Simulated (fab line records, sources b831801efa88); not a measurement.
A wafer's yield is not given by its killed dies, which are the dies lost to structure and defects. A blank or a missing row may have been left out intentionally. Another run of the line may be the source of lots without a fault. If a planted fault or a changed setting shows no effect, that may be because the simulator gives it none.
8D (eight disciplines) problem report, filled in by code	flow gf180mcu	the parts of the form that need people (team, actions taken, sign-off) are left out

== 1. PROBLEM STATEMENT ==
Mean of oes_product_au at GF_M2_METAL_ETCH_16: 0.912 a.u. across 6 wafers in 2 lots; on wafers with no fault it is 0.990 a.u. (standard deviation 0.0063). Measured from the usual mean, that is -12 standard deviations.
The step: etches the open film in Cl2/BCl3, stops on SiO2, target depth 750.8 nm, time 125.1 s.
Earliest sighting: wafer L624.1 on rie_metal-01 at day 23 19:17. The record holds 42 wafers of 14 lots with a number at this step. Rule for "out" (also "out of limits"): further than 4 standard deviations from the usual mean. All remaining wafers that have a number are taken as sound.

== 2. WHAT IT IS, WHAT IT ISN'T ==
question	is	is not
which readings at this step	oes_product_au, throttle_valve_pct	chamber_pressure_mTorr, drypump_motor_current_A, rf_fwd_power_W
which lots	L624, L628	L612, L613, L614, L615, L616, L617, L618, L619, L622, L625, L632, L634
which wafers of those lots	all that have a number	-
read on which tools	rie_metal-01	rie_metal-03, rie_metal-04
when	from day 23 19:17	up to then (27 sound wafers); but 9 sound wafers of L625, L632, L634 came after

== 3. SUSPECTS, AND WHAT RULES EACH OUT ==
Counting: a tool at a process step up to the reading stays a suspect if it ran every lot that is out and no sound lot after the first of them.
- cmp-01 at GF_V1_CMP_26 (polishes, stops on SiO2, t overpolish 15 s, target thk 0 nm): ruled out as a lasting fault. Following L624 (day 22 19:41), the first lot on it that is out, the sound lots L625 were run on it.
- rie_metal-01 at GF_M2_METAL_ETCH_16 (etches the open film in Cl2/BCl3, stops on SiO2, target depth 750.8 nm, time 125.1 s): kept. It processed each lot that is out, first L624 at day 23 19:17, and no sound lot thereafter; up to then, the last sound lot it processed was L622 at day 23 00:41. Its own readings are out on those wafers: oes_product_au, throttle_valve_pct.
Remaining after the count: rie_metal-01 at GF_M2_METAL_ETCH_16.

== 4. THE CAUSE (what the simulator had put in) ==
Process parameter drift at GF_M2_METAL_ETCH_16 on rie_metal-01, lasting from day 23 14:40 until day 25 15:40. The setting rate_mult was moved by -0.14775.
The count eliminated every tool but this one.

== 5. THE EFFECT CHAIN, in route order ==
One row per reading whose mean, taken over the struck wafers that have a number, lies over 3 standard deviations from the usual. Only readings whose record carries a usual standard deviation are examined. hours: median over the lots of the time between each lot's start at the first step of this table that gives one and its start at this step. sigmas: the change, counted in usual standard deviations.
hours	step	reading	usual	on struck wafers	change	sigmas
0	GF_M2_METAL_ETCH_16	oes_product_au	0.990 a.u.	0.912	-0.078	-12
0	GF_M2_METAL_ETCH_16	throttle_valve_pct	28.232 %	28.315	+0.083	+8.3
0	GF_M2_STRIP_17	oes_product_au	0.540 a.u.	0.555	+0.015	+3.0
0	GF_M2_STRIP_17	strip_time_to_endpoint_s	7.44 s	7.82	+0.38	+7.1
Process steps it contains:
- GF_M2_METAL_ETCH_16: etches the open film in Cl2/BCl3, stops on SiO2, target depth 750.8 nm, time 125.1 s.
- GF_M2_STRIP_17: strips in O2/N2.

== 6. WHAT WOULD HAVE CAUGHT IT SOONER ==
In this record the first reading out of limits was taken at day 23 19:17, 5 hours after the fault began at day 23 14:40.
